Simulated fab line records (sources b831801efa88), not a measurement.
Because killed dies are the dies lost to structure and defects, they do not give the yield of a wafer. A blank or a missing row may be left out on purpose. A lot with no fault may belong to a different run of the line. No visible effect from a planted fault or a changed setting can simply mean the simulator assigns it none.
Which of the tools did it? || flow gf180mcu || 12 lots, 36 wafers sampled, at 2 steps of a route of 602

== WHAT THE GAUGES READ, wafer by wafer ==
GF_SAB_CD_MEAS_09 targets a cd of 420 nm.
{"lot": "L075", "measured": "day 15 11:07", "on": "cdSem-01", "cdNm (nm)": "420.5 419.5 419.7"}
{"lot": "L077", "measured": "day 16 06:08", "on": "cdSem-01", "cdNm (nm)": "419.6 417.7 417.7"}
{"lot": "L079", "measured": "day 17 02:25", "on": "cdSem-02", "cdNm (nm)": "418.5 420.5 419.3"}
{"lot": "L081", "measured": "day 17 19:07", "on": "cdSem-01", "cdNm (nm)": "421.6 423.5 423.9"}
{"lot": "L083", "measured": "day 18 10:18", "on": "cdSem-01", "cdNm (nm)": "421.1 421.9 424.1"}
{"lot": "L085", "measured": "day 19 04:38", "on": "cdSem-01", "cdNm (nm)": "423.2 423.1 423.9"}
{"lot": "L087", "measured": "day 19 22:09", "on": "cdSem-01", "cdNm (nm)": "422.4 420.3 422.5"}
{"lot": "L089", "measured": "day 20 17:04", "on": "cdSem-01", "cdNm (nm)": "416.7 418.5 416.8"}
{"lot": "L091", "measured": "day 21 06:03", "on": "cdSem-02", "cdNm (nm)": "417.5 419.7 419.2"}
{"lot": "L093", "measured": "day 21 23:22", "on": "cdSem-01", "cdNm (nm)": "421.2 422.8 422.8"}
{"lot": "L095", "measured": "day 22 15:03", "on": "cdSem-01", "cdNm (nm)": "420.9 418.8 418.9"}
{"lot": "L097", "measured": "day 23 06:40", "on": "cdSem-01", "cdNm (nm)": "415.8 418.0 416.5"}

== TOOL THAT RAN EACH LOT (tool first, then ch and the chambers of the sampled wafers, then the start) ==
{"lot": "L075", "GF_HV_LDD_STRIP_10": "plasmaAsher-02 ch 0,1, day 10 07:56"}
{"lot": "L077", "GF_HV_LDD_STRIP_10": "plasmaAsher-02 ch 0,1, day 10 23:14"}
{"lot": "L079", "GF_HV_LDD_STRIP_10": "plasmaAsher-01 ch 0,1, day 11 15:20"}
{"lot": "L081", "GF_HV_LDD_STRIP_10": "plasmaAsher-02 ch 0,1, day 12 05:56"}
{"lot": "L083", "GF_HV_LDD_STRIP_10": "plasmaAsher-01 ch 0,1, day 12 21:11"}
{"lot": "L085", "GF_HV_LDD_STRIP_10": "plasmaAsher-02 ch 0,1, day 13 10:58"}
{"lot": "L087", "GF_HV_LDD_STRIP_10": "plasmaAsher-04 ch 0,1, day 14 00:44"}
{"lot": "L089", "GF_HV_LDD_STRIP_10": "plasmaAsher-01 ch 0,1, day 14 16:22"}
{"lot": "L091", "GF_HV_LDD_STRIP_10": "plasmaAsher-01 ch 1, day 15 05:26"}
{"lot": "L093", "GF_HV_LDD_STRIP_10": "plasmaAsher-02 ch 0,1, day 15 20:35"}
{"lot": "L095", "GF_HV_LDD_STRIP_10": "plasmaAsher-01 ch 0,1, day 16 11:46"}
{"lot": "L097", "GF_HV_LDD_STRIP_10": "plasmaAsher-02 ch 0,1, day 17 02:35"}
- GF_HV_LDD_STRIP_10: strips in O2/N2.

== THE ANSWER, worked out from the rows above alone ==
Rule: the lots themselves supply what counts as usual. The widest of any qualifying gaps counts: lots, ordered by their means at a reading, are off when they make up no more than a third of the lots, leave a main group of 4 or more, and stand apart from it by 3 or more times the standard deviation of that group's means. A main group whose means are all the same, to the digits that the tables above print for the reading, isn't used. Also off: a lot with no number at a reading for which 4 or more lots have one. Any other lot the step has rows for is counted as sound.
None of the lots is off at any reading shown; this tells nothing.

== WHAT THE SIMULATOR PUT IN ==
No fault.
